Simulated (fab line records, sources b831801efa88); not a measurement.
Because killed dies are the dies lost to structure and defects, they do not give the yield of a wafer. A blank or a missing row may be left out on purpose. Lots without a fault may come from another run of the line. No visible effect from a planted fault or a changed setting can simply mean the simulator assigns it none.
Which of the tools did it?    flow gf180mcu    14 lots with 42 wafers sampled at 5 steps, on a route of 602 steps

WHAT EACH GAUGE READ, for each wafer
GF_HV_LDD_CD_MEAS_31: the cd target is 400 nm. Usual: cd_nm 399.7 nm, standard deviation 2.4.
lot   measured      on         cd_nm (nm)         flag
L265  day 11 20:44  cd_sem-01  395.5 396.7 395.6  
L267  day 12 05:07  cd_sem-01  401.0 398.2 400.7  
L269  day 13 06:07  cd_sem-02  397.2 397.2 396.9  
L270  day 13 10:46  cd_sem-02  403.5 402.3 404.7  
L272  day 14 09:10  cd_sem-01  396.3 398.2 398.0  
L273  day 14 16:22  cd_sem-02  398.4 398.0 396.8  
L274  day 14 21:32  cd_sem-02  398.3 400.1 400.9  
L276  day 15 13:39  cd_sem-02  401.5 400.2 399.6  
L277  day 15 19:13  cd_sem-02  399.6 397.9 400.8  
L278  day 15 21:56  cd_sem-01  400.6 400.9 400.0  
L280  day 16 12:19  cd_sem-02  402.3 399.9 400.4  
L279  day 16 14:06  cd_sem-01  404.8 402.3 401.2  
L284  day 17 11:47  cd_sem-02  395.6 399.5 396.5  
L285  day 17 21:04  cd_sem-02  403.1 402.9 403.3  

GF_SALICIDE_RS_MEAS_04: uses a four-point probe to measure. Usual: SALICIDE_TIN_RS gives 16.36 ohm/sq (standard deviation 0.28).
lot   measured      on             SALICIDE_TIN_RS (ohm/sq)  flag
L265  day 15 12:07  film_metro-01  16.06 16.29 16.21         
L267  day 15 23:17  film_metro-04  16.63 16.52 16.49         
L269  day 16 23:58  film_metro-04  16.66 16.13 16.11         
L270  day 17 05:37  film_metro-04  15.91 16.12 15.99         
L272  day 18 06:16  film_metro-01  16.88 16.48 16.24         
L273  day 18 14:48  film_metro-01  16.27 16.17 16.11         
L274  day 18 19:14  film_metro-01  16.15 16.50 16.50         
L276  day 19 13:23  film_metro-04  16.36 16.50 16.14         
L277  day 19 19:22  film_metro-04  16.16 16.33 16.10         
L278  day 19 21:20  film_metro-03  15.85 15.99 15.89         
L280  day 20 13:44  film_metro-01  16.54 16.27 16.11         
L279  day 20 16:23  film_metro-01  16.52 16.60 16.40         
L284  day 21 15:13  film_metro-01  17.93 18.17 18.14         OFF
L285  day 22 02:49  film_metro-04  17.83 18.11 17.69         OFF

GF_V1_BOW_MEAS_05. Usual: V1_BOW gives 82 um (standard deviation 8).
lot   measured      on             V1_BOW (um)  flag
L265  day 17 11:20  film_metro-03  91 80 61     
L267  day 17 23:47  film_metro-03  89 90 74     
L269  day 19 01:49  film_metro-02  78 69 68     
L270  day 19 08:12  film_metro-01  84 69 88     
L272  day 20 09:57  film_metro-01  87 86 85     
L273  day 20 18:04  film_metro-02  74 69 80     
L274  day 20 22:40  film_metro-01  72 86 91     
L276  day 21 17:55  film_metro-01  71 65 81     
L277  day 21 22:56  film_metro-03  80 73 88     
L278  day 22 03:53  film_metro-01  93 81 83     
L280  day 22 18:41  film_metro-03  96 85 92     
L279  day 22 20:37  film_metro-01  98 79 91     
L284  day 23 17:28  film_metro-02  97 82 83     
L285  day 24 06:11  film_metro-03  97 82 75     

WHICH TOOL RAN EACH LOT (tool, then ch and the chambers of the sampled wafers, then the start)
lot   GF_SALICIDE_SPUTTER_02        GF_CONTACT_CVD_24
L265  pvd_sputter-01, day 15 12:01  cvd_w-01 ch 0,1, day 16 10:34
L267  pvd_sputter-02, day 15 23:14  cvd_w-02 ch 0,1, day 16 23:28
L269  pvd_sputter-03, day 16 23:53  cvd_w-01 ch 0,1, day 18 00:01
L270  pvd_sputter-02, day 17 05:34  cvd_w-02 ch 0,1, day 18 06:16
L272  pvd_sputter-01, day 18 06:12  cvd_w-01 ch 0, day 19 07:41
L273  pvd_sputter-03, day 18 14:37  cvd_w-02 ch 0,1, day 19 15:53
L274  pvd_sputter-01, day 18 19:11  cvd_w-01 ch 0, day 19 20:14
L276  pvd_sputter-03, day 19 13:20  cvd_w-02 ch 0,1, day 20 15:29
L277  pvd_sputter-03, day 19 19:17  cvd_w-02 ch 0,1, day 20 21:03
L278  pvd_sputter-02, day 19 21:15  cvd_w-01 ch 0, day 20 22:28
L280  pvd_sputter-01, day 20 13:41  cvd_w-02 ch 0,1, day 21 16:04
L279  pvd_sputter-02, day 20 16:20  cvd_w-01 ch 0, day 21 18:16
L284  pvd_sputter-03, day 21 15:10  cvd_w-01 ch 1, day 22 15:49
L285  pvd_sputter-03, day 22 02:43  cvd_w-01 ch 0,1, day 23 04:10
- GF_SALICIDE_SPUTTER_02: material Co, target thk 10 nm, time 20 s.
- GF_CONTACT_CVD_24: deposits W, target thk 300 nm, time 90.339 s.

AS READ BY THE TOOLS THEMSELVES (means over the sampled wafers that have a number; for cases with no such wafer, the mark the record gives instead)
GF_SALICIDE_SPUTTER_02. Usual: throttle_valve_pct 29.8 %, standard deviation 1.4.
lot   tool            throttle_valve_pct (%)  flag
L265  pvd_sputter-01  31.1                    
L267  pvd_sputter-02  29.6                    
L269  pvd_sputter-03  31.6                    
L270  pvd_sputter-02  29.2                    
L272  pvd_sputter-01  30.0                    
L273  pvd_sputter-03  28.9                    
L274  pvd_sputter-01  30.6                    
L276  pvd_sputter-03  29.5                    
L277  pvd_sputter-03  30.3                    
L278  pvd_sputter-02  28.9                    
L280  pvd_sputter-01  29.9                    
L279  pvd_sputter-02  29.4                    
L284  pvd_sputter-03  30.2                    
L285  pvd_sputter-03  30.4                    

GF_CONTACT_CVD_24. Usual: heater_power_outer_w 492 W, standard deviation 29; heater_power_w 819 W, standard deviation 60.
lot   tool      heater_power_outer_w (W)  heater_power_w (W)  flag
L265  cvd_w-01  507                       852                 
L267  cvd_w-02  489                       782                 
L269  cvd_w-01  516                       893                 
L270  cvd_w-02  479                       756                 
L272  cvd_w-01  501                       829                 
L273  cvd_w-02  480                       759                 
L274  cvd_w-01  499                       828                 
L276  cvd_w-02  459                       756                 
L277  cvd_w-02  477                       772                 
L278  cvd_w-01  500                       826                 
L280  cvd_w-02  455                       754                 
L279  cvd_w-01  502                       809                 
L284  cvd_w-01  518                       909                 
L285  cvd_w-01  514                       865                 

THE ANSWER, worked out from the rows above alone
Rule: lot off if the mean of its wafers having a number is beyond 3 standard deviations from the usual mean. Also off: a lot with no number at a reading for which 4 or more lots have one. Any other lot the step has rows for is counted as sound. First the gauges in route order, then the tools' own readings, where a lot's mean is used as printed above. The first step at which some lot is off is used, and at that step the reading that is off furthest; a lot without a number counts as furthest.
Off: L284, L285, seen at GF_SALICIDE_RS_MEAS_04 (SALICIDE_TIN_RS).
A tool fits if, at a process step before that reading, it ran every lot that is off, and no sound lot after the first of them. Gauges at GF_SALICIDE_RS_MEAS_04: tried the same way as those tools. One fits: GF_SALICIDE_SPUTTER_02 on pvd_sputter-03. A fault onset in the window from L277 (day 19 19:17, its last sound lot) to L284 (day 21 15:10, its first lot off) fits.

WHAT WAS PUT IN BY THE SIMULATOR
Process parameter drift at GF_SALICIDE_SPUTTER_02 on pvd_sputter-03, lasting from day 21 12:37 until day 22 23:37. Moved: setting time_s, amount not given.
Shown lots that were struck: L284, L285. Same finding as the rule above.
